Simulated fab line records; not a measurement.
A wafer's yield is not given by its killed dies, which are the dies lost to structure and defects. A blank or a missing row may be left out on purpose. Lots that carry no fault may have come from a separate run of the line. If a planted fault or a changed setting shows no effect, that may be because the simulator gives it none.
What tool caused it?	flow sky130	11 lots with 33 wafers sampled at 2 steps, on a route of 708 steps

WHAT THE GAUGES READ, wafer by wafer
SKY_METAL1_OVL_MEAS_16.
lot	measured	on	METAL1_OVL (nm)
L693	day 32 10:46	overlay-02	-5 -6 -9
L695	day 33 08:30	overlay-02	-6 -10 -8
L696	day 34 13:46	overlay-02	-4 -8 -4
L700	day 34 23:27	overlay-01	-2 -1 -1
L703	day 36 07:45	overlay-02	-8 -1 2
L702	day 36 08:05	overlay-02	-1 -13 1
L705	day 36 21:50	overlay-01	-5 -5 3
L706	day 37 02:57	overlay-02	0 -5 1
L710	day 38 06:27	overlay-02	-2 1 -2
L714	day 39 11:38	overlay-02	-2 5 6
L715	day 39 16:38	overlay-01	-6 -3 -1

EACH LOT AND THE TOOL THAT RAN IT (in order: tool; ch and the chambers of the sampled wafers; start)
lot	SKY_METAL1_SPUTTER_02
L693	pvd_sputter-03, day 31 07:23
L695	pvd_sputter-03, day 32 05:52
L696	pvd_sputter-04, day 33 10:16
L700	pvd_sputter-03, day 33 20:50
L703	pvd_sputter-03, day 35 04:35
L702	pvd_sputter-01, day 35 04:56
L705	pvd_sputter-04, day 35 18:29
L706	pvd_sputter-01, day 35 23:11
L710	pvd_sputter-03, day 37 02:45
L714	pvd_sputter-03, day 38 10:20
L715	pvd_sputter-01, day 38 15:43
- SKY_METAL1_SPUTTER_02: material AlCu, target thk 250 nm, time 13.3 s.

THE ANSWER, worked out from the rows above alone
Rule: what is usual is taken from the lots themselves. Put in order of their means at a reading, lots are off if they are a third of the lots or fewer, leave a main group of 4 or more, and stand apart from it by a gap of 3 or more times the standard deviation of the main group's means; of several such gaps the widest counts. Not used: any main group whose means are identical at the precision the tables above print for the reading. Also off: a lot with no number at a reading for which 4 or more lots have one. The other lots that the step has rows for count as sound.
None of the lots is off at any reading shown; this tells nothing.

WHAT WAS PUT IN BY THE SIMULATOR
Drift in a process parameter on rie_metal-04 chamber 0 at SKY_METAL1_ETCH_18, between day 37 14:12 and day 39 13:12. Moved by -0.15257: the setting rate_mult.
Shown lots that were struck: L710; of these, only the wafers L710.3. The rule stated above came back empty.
